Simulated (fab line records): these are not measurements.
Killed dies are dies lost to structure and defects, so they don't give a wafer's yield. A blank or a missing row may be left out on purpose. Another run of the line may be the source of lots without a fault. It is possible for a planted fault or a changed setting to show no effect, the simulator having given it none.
Comparing a struck lot with a sound one ; flow sky130 ; 14 out of 708 route steps
Sound: the wafers L329.1, L329.5, L329.6. Wafers struck: L338.2, L338.5, L338.6. The cause is named last.
At each step with rows: each side's tool, then ch and its chambers, then its first start. Under that, the readings that differ: sound wafers ; struck wafers ; difference of the means ; sigmas: that difference in standard deviations of wafers without a fault.
alike: a reading whose means differ by less than 2 such deviations, as well as words and numbers matching on both sides. not compared: withheld readings; readings where some wafer has no value; bounds like >300 that might hide an equal value; numbers whose values overlap and for which the record gives no deviation.
A row with sigmas, a row that says differs or no value, or rows on one side alone: a step with any of these is where the two part. Numbers that have no deviation but don't overlap get no sigmas and don't part them. A reading missing from all wafers of one side parts the sides only when that side holds two or more wafers.

SKY_VIA4_ETCH_12: etches SiO2 in C4F8/O2/Ar, stops on TiN, target depth 580 nm.
  sound on rie_diel-02 ch 0,1,2, day 44 03:38; struck on rie_diel-04 ch 0,2,3, day 46 09:56
  alike: oes_product_au, rf_fwd_power_W
then, 5 steps without rows for these wafers: SKY_VIA4_STRIP_13 (strips in O2/N2); SKY_VIA4_STRIP_14 (strips in post etch residue remover, time 1200 s); SKY_VIA4_CLEAN_15 (cleans in IPA, time 180 s); SKY_VIA4_CLEAN_16 (cleans in O3/DIW); SKY_VIA4_SPUTTER_17 (material TiN, target thk 20 nm, time 80 s).
SKY_VIA4_CVD_18: deposits W, target thk 505 nm, time 152.14 s.
  sound on cvd_w-02 ch 0,1, day 44 04:23; struck on cvd_w-01 ch 0,1, day 46 10:40
  alike: heater_power_outer_w, heater_power_w
SKY_VIA4_RS_MEAS_19: measurement is done with a four-point probe.
  sound: film_metro-01 at day 44 04:32; struck: film_metro-04 at day 46 10:50
  alike: VIA4_W_RS
SKY_VIA4_THK_MEAS_20: measures by xrf.
  sound: film_metro-01 at day 44 04:39; struck: film_metro-04 at day 46 10:57
  alike: VIA4_W_THK
SKY_VIA4_CMP_21: polishes, stops on SiO2, t overpolish 25 s, target thk 0 nm.
  sound on cmp-01 ch 0,1,2, day 44 04:49; struck on cmp-02 ch 0,1, day 46 11:00
  alike: head_pressure_psi, motor_current_A, overpolish_run_s, slurry_filter_dp_kPa, time_to_endpoint_s
SKY_METAL5_SPUTTER_00: material Ti, target thk 15 nm, time 10 s.
  sound: pvd_sputter-01 at day 44 05:01; struck: pvd_sputter-02 at day 46 11:18
  alike: cathode_dc_power_W, chamber_pressure_pa, throttle_valve_pct
SKY_METAL5_SPUTTER_01: material TiN, target thk 20 nm, time 16.7 s.
  sound: pvd_sputter-01 at day 44 05:02; struck: pvd_sputter-02 at day 46 11:19
  alike: cathode_dc_power_W, chamber_pressure_pa, throttle_valve_pct
SKY_METAL5_SPUTTER_02: material AlCu, target thk 1150 nm, time 61.2 s.
  sound: pvd_sputter-01 at day 44 05:04; struck: pvd_sputter-02 at day 46 11:21
reading;sound;struck;difference;sigmas
chamber_pressure_pa (Pa);0.3994 0.3987 0.4006;0.3626 0.3631 0.3627;-0.0368;-44
  alike: cathode_dc_power_W, throttle_valve_pct
then, 1 step without rows for these wafers: SKY_METAL5_SPUTTER_03 (material Ti, target thk 5 nm, time 3.3 s).

WHERE THEY PART
Only at SKY_METAL5_SPUTTER_02, within this record.

WHY: whatever the simulator had introduced
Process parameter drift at SKY_METAL5_SPUTTER_02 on pvd_sputter-02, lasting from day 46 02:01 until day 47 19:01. From 0.4, the setting chamber_pressure_pa moved by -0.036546. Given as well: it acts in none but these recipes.
